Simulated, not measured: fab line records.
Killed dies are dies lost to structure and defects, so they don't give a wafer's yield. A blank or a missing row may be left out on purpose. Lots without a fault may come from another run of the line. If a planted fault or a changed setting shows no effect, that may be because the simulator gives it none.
fab line records	flow gf180mcu
record: lots: 5	wafers: 23
route steps=602 shown SAB@275 CONTACT@287 M1@319 V1@337
start-h: hours from the record's opening day to when the first of the lot's shown wafers began	wait-h: hours from the lot's prior step to this one	" same as the row above	L1.1+2: one row covering several wafers at once	- no value present, or no start provided	* or withheld: withheld	< > ~ a bound
route shown NAME@n: a module of which the file shows steps, and the number in the route of the first	usual: the fault-free wafers' mean and standard deviation	same: alike in all rows	chamber/n: place in a boat	sites: readings site by site	_std_site: standard deviation of those values	_edge_site: outer sites' mean less inner sites'	radius-mm: for every site, how far away it sits from the centre of the wafer	mask NAME#n: copy n	behind: the tool/chamber that last shaped the wafer	hold: why the lot went on hold/how many hours it stayed there/how the hold came to an end	device: which transistor (n, p or np) failed to switch	end of line: the tests these same wafers got at the end of their route	where a step has no rows: the recipe by itself	killed: dies that structure and defects cost at the first sort, which is not the same as the wafer's yield	map: a wafer's dies, marking killed ones x, the rest . and places with no die _
set.NAME: the run value of the setting; set.NAME@STEP: its run value at that earlier step	model.NAME: the simulator's own value behind a step, which no gauge read
lots whose settings were changed on purpose; a table a step, a row a wafer
== steps ==
step: GF_SAB_ETCH_11
recipe: chemistry: C4F8/O2/Ar	mask-material: NOVOLAK	target: SiO2	target-depth-nm: 55	source-w: 1500	bias-w: 1200	pressure-mtorr: 40	c4f8-flow-sccm: withheld	O2_flow_sccm: 6	Ar_flow_sccm: 300	time-s: 8.5
lot.wafer	tool	chamber	start-h	wait-h	set.time-s	set.resist-thk-nm@SAB_COAT_04	model.SAB.cd-nm	model.SAB.feature-depth-nm
L075.1	rie-diel-03	3	355.12	0.0	8.5	1000	418.7	55.22
L075.2	"	1	"	"	8.5	1000	418.1	55.2
L075.3	"	2	"	"	8.5	952	415.5	56.01
L075.5	"	3	"	"	8.5	1000	419.5	54.79
L075.6	"	2	"	"	8.5	952	414	55.41
L077.1	rie-diel-01	3	369.17	0.0	8.5	1000	422.5	55.2
L077.2	"	2	"	"	8.5	1060	426.4	54.54
L077.4	"	1	"	"	8.5	1060	427.5	55.51
L077.5	"	2	"	"	8.5	1000	421.1	54.56
L077.6	"	1	"	"	8.5	1000	421.1	55.72
L076.1	rie-diel-03	2	371.87	0.0	8.5	1030	422.5	55.64
L076.2	"	0	"	"	9.608	1000	418.1	61.06
L076.3	"	3	"	"	8.5	1000	418.3	54.86
L076.4	"	1	"	"	9.608	1000	419	62.68
L076.5	"	0	"	"	8.5	1030	420.1	54.95
L082.1	rie-diel-01	0	420.82	0.0	8.5	1000	423.8	55.47
L082.2	"	1	"	"	8.5	1000	423.1	56.8
L082.5	"	1	"	"	8.5	1000	422.4	56.77
L084.1	rie-diel-04	0	428.83	0.0	8.5	1000	416.1	55.53
L084.2	"	1	"	"	7.842	1000	418.4	51.11
L084.3	"	2	"	"	8.5	1000	418.8	55.64
L084.5	"	1	"	"	7.842	1000	417.8	50.61
L084.6	"	0	"	"	7.842	1000	417.9	50.85
step: GF_SAB_WET_ETCH_12
recipe: chemistry: dHF	target-depth-nm: 22	dry: n2-spin	target: SiO2	temp-c: 25	dilution: 100:1	time-s: 440
step: GF_SAB_STRIP_13
recipe: chemistry: O2/N2	power-w: 1400	pressure-mtorr: 1500	platen-temp-c: 250	o2-flow-sccm: 3000	n2-flow-sccm: 300	overash-fraction: 0.5
usual: strip-time-to-endpoint-s: 12.61/0.043
lot.wafer	tool	chamber	start-h	wait-h	set.resist-thk-nm@SAB_COAT_04	strip-time-to-endpoint-s
L075.1	plasma-asher-03	0	355.28	0.0	1000	12.59
L075.2	"	1	"	"	1000	12.55
L075.3	"	1	"	"	952	12.00
L075.5	"	1	"	"	1000	12.56
L075.6	"	0	"	"	952	11.99
L077.1	plasma-asher-03	0	369.32	0.0	1000	12.66
L077.2	"	1	"	"	1060	13.26
L077.4	"	1	"	"	1060	13.29
L077.5	"	1	"	"	1000	12.63
L077.6	"	0	"	"	1000	12.66
L076.1	plasma-asher-02	1	372.03	0.0	1030	12.96
L076.2	"	0	"	"	1000	12.63
L076.3	"	1	"	"	1000	12.68
L076.4	"	0	"	"	1000	12.69
L076.5	"	0	"	"	1030	12.93
L082.1	plasma-asher-02	1	420.99	0.0	1000	12.65
L082.2	"	0	"	"	1000	12.56
L082.5	"	1	"	"	1000	12.59
L084.1	plasma-asher-02	0	428.99	0.0	1000	12.63
L084.2	"	1	"	"	1000	12.62
L084.3	"	1	"	"	1000	12.62
L084.5	"	1	"	"	1000	12.60
L084.6	"	0	"	"	1000	12.61
step: GF_CONTACT_CVD_00
recipe: material: SiO2	target-thk-nm: 300	sigma-open-frac: 0.3	temp-c: 400	time-s: 50	sih4-flow-sccm: 60	pressure-mtorr: 6
lot.wafer	tool	chamber	start-h	wait-h	set.sih4-flow-sccm	model.SiO2_of_CONTACT_CVD_00.thk-nm
L075.1	hdpcvd-02	2	355.99	0.1	53.16	255.9
L075.2	"	1	"	"	60	298.6
L075.3	"	0	"	"	53.16	259.3
L075.5	"	0	"	"	60	296.5
L075.6	"	1	"	"	53.16	262.8
L077.1	hdpcvd-02	2	370.03	0.1	60	301.2
L077.2	"	0	"	"	60	292.3
L077.4	"	1	"	"	55.73	278.1
L077.5	"	2	"	"	60	298.1
L077.6	"	0	"	"	55.73	275.9
L076.1	hdpcvd-01	0	372.74	0.1	60	302.1
L076.2	"	1	"	"	60	300
L076.3	"	2	"	"	65.71	327.8
L076.4	"	2	"	"	60	301
L076.5	"	1	"	"	65.71	329.5
L082.1	hdpcvd-01	1	421.70	0.1	60	306.4
L082.2	"	0	"	"	60	302
L082.5	"	2	"	"	60	297
L084.1	hdpcvd-01	2	429.70	0.1	64.32	324.3
L084.2	"	0	"	"	64.32	322.8
L084.3	"	1	"	"	60	304.1
L084.5	"	1	"	"	64.32	324
L084.6	"	2	"	"	60	300.9
step: GF_CONTACT_THK_MEAS_01
recipe: reads: SiO2_of_CONTACT_CVD_00
usual: CONTACT_CVD_00_THK: 299/3.3
lot.wafer	tool	chamber	start-h	wait-h	set.sih4-flow-sccm@CONTACT_CVD_00	CONTACT_CVD_00_THK[nm]
L075.1	film-metro-02	-	356.03	0.0	53.16	256
L075.2	"	-	"	"	60	299
L075.3	"	-	"	"	53.16	259
L075.5	"	-	"	"	60	296
L075.6	"	-	"	"	53.16	263
L077.1	film-metro-03	-	370.08	0.0	60	301
L077.2	"	-	"	"	60	292
L077.4	"	-	"	"	55.73	278
L077.5	"	-	"	"	60	298
L077.6	"	-	"	"	55.73	276
L076.1	film-metro-01	-	372.78	0.0	60	302
L076.2	"	-	"	"	60	300
L076.3	"	-	"	"	65.71	328
L076.4	"	-	"	"	60	301
L076.5	"	-	"	"	65.71	329
L082.1	film-metro-03	-	421.75	0.0	60	306
L082.2	"	-	"	"	60	302
L082.5	"	-	"	"	60	297
L084.1	film-metro-01	-	429.74	0.0	64.32	324
L084.2	"	-	"	"	64.32	323
L084.3	"	-	"	"	60	304
L084.5	"	-	"	"	64.32	324
L084.6	"	-	"	"	60	301
step: GF_CONTACT_DEVELOP_13
recipe: develop-time-s: 60	resist: KrF	dev-temp-c: 21
lot.wafer	tool	chamber	start-h	wait-h	set.develop-time-s
L075.1+2+3+5+6	litho-track-04	0	378.66	0.2	60
L077.1+4	litho-track-03	0	392.86	0.2	60
L077.2+5+6	"	0	"	"	57.58
L076.1+2+3+4+5	litho-track-03	0	395.41	0.2	60
L082.1+2+5	litho-track-04	0	446.86	0.2	60
L084.1+2+3+5+6	litho-track-03	0	454.16	0.2	60
step: GF_CONTACT_ETCH_16
recipe: chemistry: N2/H2	target-depth-a: withheld	overetch-a: withheld	time-s: withheld	target: BARC	ion-energy-ev: 200	source-w: 500	bias-w: 100	pressure-mtorr: 30	n2-flow-sccm: 100	h2-flow-sccm: 200
step: GF_CONTACT_ETCH_17
recipe: chemistry: C4F8/O2/Ar	mask-material: KrF	target: SiO2	stop-on: CoSi2	source-w: 1500	bias-w: 1200	pressure-mtorr: 40	c4f8-flow-sccm: withheld	O2_flow_sccm: 6	Ar_flow_sccm: 300	time-s: withheld	target-depth-a: 8600
usual: oes-product-au: 0.813/0.0044
lot.wafer	tool	chamber	start-h	wait-h	set.sih4-flow-sccm@CONTACT_CVD_00	oes-product-au	model.CONTACT.feature-depth-nm
L075.1	rie-diel-01	0	-	-	53.16	0.787	813.6
L075.2	"	3	"	"	60	0.808	854.2
L075.3	"	1	"	"	53.16	0.788	814.2
L075.5	"	0	"	"	60	0.811	852.1
L075.6	"	1	"	"	53.16	0.792	817.2
L077.1	rie-diel-04	3	-	-	60	0.821	855.7
L077.2	"	0	"	"	60	0.809	846.9
L077.4	"	1	"	"	55.73	0.806	833.2
L077.5	"	1	"	"	60	0.816	851
L077.6	"	0	"	"	55.73	0.797	831.8
L076.1	rie-diel-01	3	-	-	60	0.817	857.9
L076.2	"	2	"	"	60	0.819	857.9
L076.3	"	1	"	"	65.71	0.825	884
L076.4	"	0	"	"	60	0.807	857.2
L076.5	"	2	"	"	65.71	0.830	885.4
L082.1	rie-diel-04	2	-	-	60	0.819	862.3
L082.2	"	3	"	"	60	0.814	856.8
L082.5	"	2	"	"	60	0.811	851
L084.1	rie-diel-01	3	-	-	64.32	0.826	882.4
L084.2	"	1	"	"	64.32	0.826	877.7
L084.3	"	2	"	"	60	0.814	859.3
L084.5	"	3	"	"	64.32	0.825	880
L084.6	"	2	"	"	60	0.805	857
step: GF_CONTACT_SPUTTER_22
recipe: material: Ti	target-thk-nm: 15	chamber-pressure-pa: 5	power-w: 2500	substrate-temp-c: 200	time-s: 80.02
lot.wafer	tool	chamber	start-h	wait-h	set.chamber-pressure-pa	model.Ti_of_CONTACT_SPUTTER_22.thk-nm
L075.1+2	pvd-sputter-03	-	379.43	0.0	4.252	17.04
L075.3	"	-	"	"	4.252	17.1
L075.5	"	-	"	"	4.252	17
L075.6	"	-	"	"	4.252	17.11
L077.1	pvd-sputter-04	-	393.65	0.0	5.658	13.42
L077.2	"	-	"	"	5.658	13.18
L077.4	"	-	"	"	5.658	13.31
L077.5	"	-	"	"	5.658	13.25
L077.6	"	-	"	"	5.658	13.33
L076.1	pvd-sputter-02	-	396.20	0.0	5	14.95
L076.2	"	-	"	"	5	15
L076.3	"	-	"	"	5	15.35
L076.4	"	-	"	"	5	14.99
L076.5	"	-	"	"	5	15.36
L082.1	pvd-sputter-03	-	447.73	0.0	5	15.35
L082.2	"	-	"	"	5	15.03
L082.5	"	-	"	"	5	14.98
L084.1	pvd-sputter-03	-	455.04	0.0	4.538	16.63
L084.2	"	-	"	"	4.538	17.05
L084.3	"	-	"	"	4.538	16.75
L084.5	"	-	"	"	4.538	16.8
L084.6	"	-	"	"	4.538	16.54
step: GF_M1_SPUTTER_04
recipe: material: TiN	target-thk-nm: 50	power-w: 6500	time-s: 41.7	chamber-pressure-pa: 0.4
lot.wafer	tool	chamber	start-h	wait-h	set.time-s	model.TiN_of_M1_SPUTTER_04.thk-nm
L075.1	pvd-sputter-02	-	380.29	0.0	37.46	45
L075.2	"	-	"	"	41.7	49.79
L075.3	"	-	"	"	37.46	45.55
L075.5	"	-	"	"	37.46	44.84
L075.6	"	-	"	"	41.7	50.23
L077.1	pvd-sputter-02	-	394.79	0.0	41.7	50.36
L077.2	"	-	"	"	41.7	50.13
L077.4	"	-	"	"	41.7	49.55
L077.5	"	-	"	"	35.59	42.83
L077.6	"	-	"	"	35.59	42.4
L076.1	pvd-sputter-01	-	397.06	0.0	41.7	49.66
L076.2	"	-	"	"	41.7	49.38
L076.3	"	-	"	"	41.7	49.49
L076.4	"	-	"	"	41.7	49.59
L076.5	"	-	"	"	41.7	49.31
L082.1	pvd-sputter-02	-	448.59	0.0	41.7	50.56
L082.2	"	-	"	"	41.7	49.82
L082.5	"	-	"	"	41.7	50.4
L084.1	pvd-sputter-01	-	455.90	0.0	43.33	51.8
L084.2	"	-	"	"	41.7	50.31
L084.3	"	-	"	"	43.33	51.86
L084.5	"	-	"	"	41.7	50.71
L084.6	"	-	"	"	43.33	51.63
step: GF_M1_EXPOSE_11
recipe: mask-id: Metal1	target-cd-nm: 230	na: 0.68	source-shape: conventional	sigma-outer: 0.6	dose-mj: 28
lot.wafer	tool	chamber	start-h	wait-h	mask	set.dose-mj
L075.1+2+3	krf-scanner-02	0	-	-	Metal1#0	28
L075.5+6	"	0	"	"	Metal1#0	29.46
L077.1+5	krf-scanner-02	0	-	-	Metal1#0	28.98
L077.2+4+6	"	0	"	"	Metal1#0	28
L076.1+4+5	krf-scanner-01	0	-	-	Metal1#0	28
L076.2+3	"	0	"	"	Metal1#0	26.34
L082.1+2+5	krf-scanner-02	0	-	-	Metal1#0	28
L084.1+2+6	krf-scanner-01	0	-	-	Metal1#0	28
L084.3+5	"	0	"	"	Metal1#0	29.19
step: GF_M1_PEB_12
recipe: peb-temp-c: 135	peb-time-s: 88.35	resist: KrF
step: GF_M1_DEVELOP_13
recipe: develop-time-s: 60	dev-temp-c: 21
step: GF_M1_CD_MEAS_14
recipe: target-cd-nm: 230
usual: cd-nm: 230.4/1.3
lot.wafer	tool	chamber	start-h	wait-h	set.dose-mj@M1_EXPOSE_11	cd-nm
L075.1	cd-sem-02	-	402.42	0.1	28	231.3
L075.2	"	-	"	"	28	231.9
L075.3	"	-	"	"	28	232.4
L075.5	"	-	"	"	29.46	223.8
L075.6	"	-	"	"	29.46	224.3
L077.1	cd-sem-02	-	418.08	0.1	28.98	227.0
L077.2	"	-	"	"	28	231.5
L077.4	"	-	"	"	28	232.7
L077.5	"	-	"	"	28.98	227.8
L077.6	"	-	"	"	28	231.1
L076.1	cd-sem-02	-	420.21	0.1	28	229.0
L076.2	"	-	"	"	26.34	238.4
L076.3	"	-	"	"	26.34	238.3
L076.4	"	-	"	"	28	228.4
L076.5	"	-	"	"	28	230.5
L082.1	cd-sem-01	-	472.42	0.1	28	229.6
L082.2	"	-	"	"	28	230.8
L082.5	"	-	"	"	28	231.8
L084.1	cd-sem-01	-	480.96	0.1	28	227.4
L084.2	"	-	"	"	28	228.4
L084.3	"	-	"	"	29.19	222.1
L084.5	"	-	"	"	29.19	222.1
L084.6	"	-	"	"	28	229.6
step: GF_M1_METAL_ETCH_16
recipe: chemistry: Cl2/BCl3	mask-material: KrF	target-depth-nm: 627.5	stop-on: SiO2	pressure-mtorr: 8	icp-w: 800	bias-w: 140	Cl2_flow_sccm: 80	bcl3-flow-sccm: 40	time-s: 104.6
lot.wafer	tool	chamber	start-h	wait-h	set.time-s	set.dose-mj@M1_EXPOSE_11	model.KrF_of_M1_COAT_09.thk-nm	model.M1.cd-nm
L075.1	rie-metal-04	0	402.57	0.0	104.6	28	-	229.6
L075.2	"	1	"	"	104.6	28	733.9	234.1
L075.3	"	0	"	"	92.53	28	-	228.4
L075.5	"	1	"	"	92.53	29.46	-	222.9
L075.6	"	0	"	"	92.53	29.46	764.5	221.5
L077.1	rie-metal-02	1	418.23	0.0	118	28.98	703.1	224.7
L077.2	"	0	"	"	104.6	28	742.8	231
L077.4	"	1	"	"	104.6	28	735.2	229.7
L077.5	"	1	"	"	104.6	28.98	-	225.3
L077.6	"	0	"	"	118	28	-	229.4
L076.1	rie-metal-04	0	420.37	0.0	111	28	718.6	227.2
L076.2	"	1	"	"	104.6	26.34	736.2	237.7
L076.3	"	0	"	"	111	26.34	722.9	235.8
L076.4	"	1	"	"	111	28	717.1	228.1
L076.5	"	1	"	"	104.6	28	738.3	227.9
L082.1	rie-metal-02	1	472.57	0.0	104.6	28	734.2	225.9
L082.2	"	0	"	"	104.6	28	741.6	232.3
L082.5	"	1	"	"	104.6	28	736.5	228
L084.1	rie-metal-02	0	481.11	0.0	104.6	28	737.3	226.9
L084.2	"	1	"	"	104.6	28	729.3	221.1
L084.3	"	0	"	"	104.6	29.19	739.1	220.4
L084.5	"	0	"	"	118.5	29.19	710.5	219.7
L084.6	"	1	"	"	118.5	28	702	226.2
step: GF_M1_STRIP_17
recipe: chemistry: O2/N2	power-w: 1400	pressure-mtorr: 1500	platen-temp-c: 250	o2-flow-sccm: 3000	n2-flow-sccm: 300	overash-fraction: 0.5
usual: strip-time-to-endpoint-s: 7.89/0.035
lot.wafer	tool	chamber	start-h	wait-h	set.time-s@M1_METAL_ETCH_16	strip-time-to-endpoint-s
L075.1	plasma-asher-01	1	402.69	0.1	104.6	7.89
L075.2	"	0	"	"	104.6	7.87
L075.3	"	0	"	"	92.53	8.17
L075.5	"	1	"	"	92.53	8.16
L075.6	"	0	"	"	92.53	8.15
L077.1	plasma-asher-01	1	418.35	0.1	118	7.57
L077.2	"	0	"	"	104.6	7.94
L077.4	"	0	"	"	104.6	7.88
L077.5	"	0	"	"	104.6	7.89
L077.6	"	1	"	"	118	7.64
L076.1	plasma-asher-04	1	420.48	0.1	111	7.72
L076.2	"	0	"	"	104.6	7.89
L076.3	"	0	"	"	111	7.77
L076.4	"	1	"	"	111	7.70
L076.5	"	1	"	"	104.6	7.93
L082.1	plasma-asher-04	1	472.68	0.1	104.6	7.87
L082.2	"	0	"	"	104.6	7.95
L082.5	"	0	"	"	104.6	7.90
L084.1	plasma-asher-04	1	481.23	0.1	104.6	7.90
L084.2	"	0	"	"	104.6	7.81
L084.3	"	1	"	"	104.6	7.92
L084.5	"	0	"	"	118.5	7.63
L084.6	"	1	"	"	118.5	7.56
step: GF_V1_CVD_02
recipe: material: SiO2	target-thk-nm: 850	precursor: TEOS	temp-c: 400	time-s: 94.851	rf-w: 600
lot.wafer	tool	chamber	start-h	wait-h	set.time-s	model.SiO2_of_V1_CVD_02.thk-nm
L075.1	pecvd-03	1	403.35	0.1	94.851	835.3
L075.2	"	0	"	"	94.851	856.8
L075.3	"	2	"	"	94.851	833.5
L075.5	"	1	"	"	94.851	845.3
L075.6	"	0	"	"	94.851	876.9
L077.1	pecvd-04	0	419.01	0.1	94.851	834
L077.2	"	2	"	"	94.851	833
L077.4	"	2	"	"	99.05	884
L077.5	"	1	"	"	94.851	840.3
L077.6	"	0	"	"	99.05	896.7
L076.1	pecvd-02	2	421.14	0.1	86.61	763.1
L076.2	"	1	"	"	94.851	844.2
L076.3	"	0	"	"	94.851	838.5
L076.4	"	1	"	"	86.61	773.6
L076.5	"	2	"	"	94.851	847.3
L082.1	pecvd-02	1	473.36	0.1	94.851	857.4
L082.2	"	0	"	"	94.851	861.9
L082.5	"	1	"	"	94.851	866.7
L084.1	pecvd-02	1	481.89	0.1	86.18	787.1
L084.2	"	2	"	"	94.851	853.5
L084.3	"	0	"	"	86.18	771.4
L084.5	"	2	"	"	86.18	785.6
L084.6	"	1	"	"	94.851	867.1
step: GF_V1_THK_MEAS_03
recipe: reads: SiO2_of_V1_CVD_02
usual: V1_CVD_02_THK: 849/11
lot.wafer	tool	chamber	start-h	wait-h	set.time-s@V1_CVD_02	V1_CVD_02_THK[nm]
L075.1	film-metro-02	-	403.42	0.0	94.851	836
L075.2	"	-	"	"	94.851	857
L075.3	"	-	"	"	94.851	834
L075.5	"	-	"	"	94.851	845
L075.6	"	-	"	"	94.851	877
L077.1	film-metro-02	-	419.08	0.0	94.851	834
L077.2	"	-	"	"	94.851	834
L077.4	"	-	"	"	99.05	884
L077.5	"	-	"	"	94.851	840
L077.6	"	-	"	"	99.05	898
L076.1	film-metro-02	-	421.21	0.0	86.61	763
L076.2	"	-	"	"	94.851	844
L076.3	"	-	"	"	94.851	839
L076.4	"	-	"	"	86.61	773
L076.5	"	-	"	"	94.851	848
L082.1	film-metro-03	-	473.43	0.0	94.851	857
L082.2	"	-	"	"	94.851	861
L082.5	"	-	"	"	94.851	866
L084.1	film-metro-03	-	481.96	0.0	86.18	788
L084.2	"	-	"	"	94.851	853
L084.3	"	-	"	"	86.18	771
L084.5	"	-	"	"	86.18	785
L084.6	"	-	"	"	94.851	867
step: GF_V1_CMP_04
recipe: material: SiO2	down-force-psi: 4	platen-rpm: 60	pad-velocity-m-s: 0.94248
usual: time-to-endpoint-s: 83/5.2
lot.wafer	tool	chamber	start-h	wait-h	set.time-s@V1_CVD_02	time-to-endpoint-s
L075.3	cmp-02	0	403.48	0.0	94.851	75
L075.2	"	2	"	"	94.851	87
L075.1	"	3	"	"	94.851	75
L075.6	"	0	"	"	94.851	90
L075.5	"	1	"	"	94.851	83
L077.1	cmp-02	0	419.14	0.1	94.851	76
L077.2	"	1	"	"	94.851	76
L077.4	"	3	"	"	99.05	93
L077.6	"	0	"	"	99.05	98
L077.5	"	1	"	"	94.851	80
L076.4	cmp-01	2	421.27	0.0	86.61	51
L076.1	"	3	"	"	86.61	51
L076.2	"	0	"	"	94.851	85
L076.3	"	1	"	"	94.851	75
L076.5	"	2	"	"	94.851	81
L082.2	cmp-01	3	473.49	0.0	94.851	84
L082.1	"	2	"	"	94.851	84
L082.5	"	0	"	"	94.851	94
L084.2	cmp-01	0	482.07	0.1	94.851	89
L084.1	"	1	"	"	86.18	59
L084.3	"	2	"	"	86.18	53
L084.6	"	3	"	"	94.851	90
L084.5	"	0	"	"	86.18	62
== key ==
split: step: GF_SAB_ETCH_11	setting: time-s	stated: 8.5	by: wafer
response: step: GF_SAB_ETCH_11	reading: model.SAB.feature-depth-nm	change: +0.54	per: 1%	r: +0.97
split: step: GF_CONTACT_CVD_00	setting: sih4-flow-sccm	stated: 60	by: wafer
response: step: GF_CONTACT_CVD_00	reading: model.SiO2_of_CONTACT_CVD_00.thk-nm	change: +3.08	per: 1%	r: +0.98
response: step: GF_CONTACT_THK_MEAS_01	reading: CONTACT_CVD_00_THK	change: +3.08	per: 1%	r: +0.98
response: step: GF_CONTACT_ETCH_17	reading: oes-product-au	change: +0.00176	per: 1%	r: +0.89
response: step: GF_CONTACT_ETCH_17	reading: model.CONTACT.feature-depth-nm	change: +3.04	per: 1%	r: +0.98
split: step: GF_CONTACT_DEVELOP_13	setting: develop-time-s	stated: 60	by: wafer
response none clear
split: step: GF_CONTACT_SPUTTER_22	setting: chamber-pressure-pa	stated: 5	by: lot
response: step: GF_CONTACT_SPUTTER_22	reading: model.Ti_of_CONTACT_SPUTTER_22.thk-nm	change: -0.14	per: 1%	r: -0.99
split: step: GF_M1_SPUTTER_04	setting: time-s	stated: 41.7	by: wafer
response: step: GF_M1_SPUTTER_04	reading: model.TiN_of_M1_SPUTTER_04.thk-nm	change: +0.489	per: 1%	r: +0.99
split: step: GF_M1_EXPOSE_11	setting: dose-mj	stated: 28	by: wafer
response: step: GF_M1_CD_MEAS_14	reading: cd-nm	change: -1.48	per: 1%	r: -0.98
response: step: GF_M1_METAL_ETCH_16	reading: model.M1.cd-nm	change: -1.46	per: 1%	r: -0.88
split: step: GF_M1_METAL_ETCH_16	setting: time-s	stated: 104.6	by: wafer
response: step: GF_M1_METAL_ETCH_16	reading: model.KrF_of_M1_COAT_09.thk-nm	change: -2.48	per: 1%	r: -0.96
response: step: GF_M1_STRIP_17	reading: strip-time-to-endpoint-s	change: *	per: 1%	r: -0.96
split: step: GF_V1_CVD_02	setting: time-s	stated: 94.851	by: wafer
response: step: GF_V1_CVD_02	reading: model.SiO2_of_V1_CVD_02.thk-nm	change: +9.04	per: 1%	r: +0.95
response: step: GF_V1_THK_MEAS_03	reading: V1_CVD_02_THK	change: +9.04	per: 1%	r: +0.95
response: step: GF_V1_CMP_04	reading: time-to-endpoint-s	change: *	per: 1%	r: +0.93
split outside-this-file step=GF_SAB_COAT_04 setting=resist-thk-nm
split outside-this-file: this setting was split too, and the file shows its column; the key of that split is in another file
